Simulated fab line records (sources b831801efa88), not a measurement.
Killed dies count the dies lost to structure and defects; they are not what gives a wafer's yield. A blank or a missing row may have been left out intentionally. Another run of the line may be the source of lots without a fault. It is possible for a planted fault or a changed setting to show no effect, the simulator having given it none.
Matching of chambers || flow sky130 || hdpcvd-02 running SKY_LI_CONTACT_HDPCVD_00: 3 sister chambers
The step deposits PSG, target thk 930 nm, time 155 s. 14 wafers are shown with their chamber, then 6 later ones without.

## WAFERS, EACH WITH ITS CHAMBER
{"wafer": "L520.2", "chamber": 0, "run length s (s)": 183.5}
{"wafer": "L520.5", "chamber": 1, "run length s (s)": 182.3}
{"wafer": "L520.6", "chamber": 2, "run length s (s)": 183.1}
{"wafer": "L521.1", "chamber": 1, "run length s (s)": 181.9}
{"wafer": "L521.3", "chamber": 2, "run length s (s)": 182.5}
{"wafer": "L521.5", "chamber": 1, "run length s (s)": 182.3}
{"wafer": "L526.1", "chamber": 1, "run length s (s)": 182.8}
{"wafer": "L526.3", "chamber": 2, "run length s (s)": 182.9}
{"wafer": "L526.4", "chamber": 2, "run length s (s)": 182.2}
{"wafer": "L527.1", "chamber": 0, "run length s (s)": 183.1}
{"wafer": "L527.3", "chamber": 2, "run length s (s)": 182.1}
{"wafer": "L539.2", "chamber": 2, "run length s (s)": 182.3}
{"wafer": "L539.3", "chamber": 0, "run length s (s)": 182.8}
{"wafer": "L539.6", "chamber": 1, "run length s (s)": 182.0}

SIGNATURES, as means of the wafers listed above
{"reading": "run length s", "chamber 0": 183.133, "chamber 1": 182.260, "chamber 2": 182.517, "scatter within a chamber": 0.375}
Rule: a wafer's distance from a chamber is the root of the sum, over the readings, of the square of ((its reading less the chamber's mean) divided by the reading's scatter). If the next closest chamber is less than 2 further off than the closest, the wafer can't be placed; otherwise it belongs to the closest. How the scatter is found: for the shown wafers, subtract from each reading the mean of its chamber, square and add these, divide the total by (wafers less chambers), then take the root.

## WAFERS WHOSE CHAMBER IS MISSING
{"wafer": "L540.2", "run length s (s)": 182.1}
{"wafer": "L540.3", "run length s (s)": 182.1}
{"wafer": "L540.6", "run length s (s)": 183.4}
{"wafer": "L543.1", "run length s (s)": 183.0}
{"wafer": "L543.3", "run length s (s)": 183.2}
{"wafer": "L543.5", "run length s (s)": 183.2}

## WHICH CHAMBER EACH WENT THROUGH
{"wafer": "L540.2", "from the rows above": "can't be placed: 1 or 2", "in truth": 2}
{"wafer": "L540.3", "from the rows above": "can't be placed: 1 or 2", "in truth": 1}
{"wafer": "L540.6", "from the rows above": "can't be placed: 0 or 2", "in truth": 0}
{"wafer": "L543.1", "from the rows above": "can't be placed: 0 or 2 or 1", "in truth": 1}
{"wafer": "L543.3", "from the rows above": "can't be placed: 0 or 2", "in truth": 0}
{"wafer": "L543.5", "from the rows above": "can't be placed: 0 or 2", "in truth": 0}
0 of 6 placed correctly. From these rows, 6 cannot be placed; in 6 the true chamber is one of the candidates. Placed wrongly: 0.
